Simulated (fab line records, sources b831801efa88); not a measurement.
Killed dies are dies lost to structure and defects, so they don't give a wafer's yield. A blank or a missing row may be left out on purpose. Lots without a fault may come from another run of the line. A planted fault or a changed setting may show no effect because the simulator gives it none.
Tool commonality check | flow gf180mcu | 15 lots, 45 wafers sampled

WHY IT WAS OPENED
At GF_MVSD_TW_MEAS_11 the reading MVSD_TW is flagged on 3 of 15 lots. Wafers without a fault read 1592, standard deviation 7.4.
Rule: a lot is flagged when every wafer of it that has a number lies more than 4 standard deviations from that mean, or none has a number. The other lots count as sound.

lot  | measured     | on            | MVSD_TW, wafer by wafer | flag
L669 | day 4 11:31  | film_metro-03 | 1588 1596 1586          |
L670 | day 4 16:59  | film_metro-04 | 1588 1588 1591          |
L671 | day 4 22:07  | film_metro-01 | 1604 1595 1593          |
L672 | day 5 01:42  | film_metro-04 | 1576 1586 1576          |
L674 | day 5 15:14  | film_metro-03 | 1580 1585 1575          |
L675 | day 5 20:11  | film_metro-03 | 1591 1595 1585          |
L676 | day 6 02:36  | film_metro-03 | 1593 1586 1592          |
L677 | day 6 06:46  | film_metro-01 | 1603 1592 1596          |
L680 | day 7 13:00  | film_metro-03 | 1587 1590 1603          |
L681 | day 7 13:23  | film_metro-01 | 1529 1527 1528          | FLAGGED
L682 | day 7 16:45  | film_metro-03 | 1527 1532 1532          | FLAGGED
L683 | day 7 22:41  | film_metro-03 | 1529 1529 1525          | FLAGGED
L687 | day 8 17:49  | film_metro-04 | 1583 1583 1591          |
L691 | day 9 19:41  | film_metro-01 | 1602 1587 1585          |
L692 | day 10 07:21 | film_metro-04 | 1584 1587 1589          |
The numbers of the flagged lots are 1529 on average: -63 against the usual, or -9 standard deviations.

WHICH TOOL RAN EACH LOT
The record holds 1 process step before the reading, out of a route of 602 steps. In each cell: the tool, then ch and the chambers that the sampled wafers went through, then the start.
lot  | flag    | GF_MVSD_IMPLANT_09
L669 |         | implanter-01 ch 0, day 4 11:13
L670 |         | implanter-01 ch 0, day 4 16:44
L671 |         | implanter-03 ch 0, day 4 21:52
L672 |         | implanter-03 ch 0, day 5 01:27
L674 |         | implanter-01 ch 0, day 5 14:59
L675 |         | implanter-01 ch 0, day 5 19:56
L676 |         | implanter-02 ch 0, day 6 02:22
L677 |         | implanter-02 ch 0, day 6 06:32
L680 |         | implanter-01 ch 0, day 7 12:46
L681 | FLAGGED | implanter-02, day 7 13:08
L682 | FLAGGED | implanter-01, day 7 16:31
L683 | FLAGGED | implanter-01, day 7 22:26
L687 |         | implanter-01 ch 0, day 8 17:35
L691 |         | implanter-03 ch 0, day 9 19:26
L692 |         | implanter-03 ch 0, day 10 07:08
What these steps do:
- GF_MVSD_IMPLANT_09
- GF_MVSD_TW_MEAS_11

FLAGGED OVER TOTAL, TOOL BY TOOL (the gauges that took the reading come last)
step               | tool          | lots run | flagged | share of the flagged lots | sound lots run after its first flagged lot
GF_MVSD_IMPLANT_09 | implanter-01  | 8        | 2       | some                      | 1 (L687)
GF_MVSD_IMPLANT_09 | implanter-02  | 3        | 1       | some                      | 0
GF_MVSD_IMPLANT_09 | implanter-03  | 4        | 0       | none                      | -
GF_MVSD_TW_MEAS_11 | film_metro-01 | 4        | 1       | some                      | 1 (L691)
GF_MVSD_TW_MEAS_11 | film_metro-03 | 7        | 2       | some                      | 0
GF_MVSD_TW_MEAS_11 | film_metro-04 | 4        | 0       | none                      | -

WHAT THE TABLE ALLOWS
No row of the table ran every flagged lot.

WHAT THE SIMULATOR HAD PUT IN
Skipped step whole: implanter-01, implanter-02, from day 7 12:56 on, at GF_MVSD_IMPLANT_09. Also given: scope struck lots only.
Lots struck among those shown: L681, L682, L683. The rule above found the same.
